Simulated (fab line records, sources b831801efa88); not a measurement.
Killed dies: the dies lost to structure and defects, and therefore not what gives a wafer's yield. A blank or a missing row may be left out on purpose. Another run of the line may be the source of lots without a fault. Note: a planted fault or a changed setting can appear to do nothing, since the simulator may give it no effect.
Chamber matching / flow gf180mcu / GF_V5_CMP_04 on cmp-01: 4 sister chambers
The step polishes SiO2. 4 wafers are shown with their chamber, then 7 later ones without.

== WAFERS, EACH WITH ITS CHAMBER ==
wafer=L645.3; chamber=3; motor current A (A)=12.5
wafer=L645.4; chamber=0; motor current A (A)=11.8
wafer=L647.2; chamber=1; motor current A (A)=10.1
wafer=L647.3; chamber=2; motor current A (A)=11.0

== WAFERS WITH NO CHAMBER GIVEN ==
wafer=L647.5; motor current A (A)=11.8
wafer=L651.3; motor current A (A)=11.7
wafer=L651.4; motor current A (A)=11.4
wafer=L651.5; motor current A (A)=11.5
wafer=L656.2; motor current A (A)=11.5
wafer=L656.4; motor current A (A)=13.2
wafer=L656.6; motor current A (A)=13.0

== WHICH CHAMBER EACH WENT THROUGH ==
wafer=L647.5; from the rows above=can't be placed: 0 or 3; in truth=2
wafer=L651.3; from the rows above=can't be placed: 0 or 2 or 3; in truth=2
wafer=L651.4; from the rows above=can't be placed: 0 or 2 or 3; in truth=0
wafer=L651.5; from the rows above=can't be placed: 0 or 2 or 3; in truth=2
wafer=L656.2; from the rows above=can't be placed: 0 or 2 or 3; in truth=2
wafer=L656.4; from the rows above=can't be placed: 3 or 0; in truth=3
wafer=L656.6; from the rows above=can't be placed: 3 or 0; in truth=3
Correctly placed: 0 of 7. These rows do not allow placing 7 (true chamber among the candidates in 6). 0 placed wrongly.
How it was worked out, from the rows above alone: a wafer's distance from a chamber is the root of the sum, over the readings, of the square of ((its reading less the chamber's mean) divided by the reading's scatter). If the next closest chamber is less than 2 further off than the closest, the wafer can't be placed; otherwise it belongs to the closest. Each chamber's mean is taken over the wafers shown for it. The scatter (one wafer shown for each chamber): square how far every hidden wafer sits from the nearest shown wafer, average those squares and take the square root.
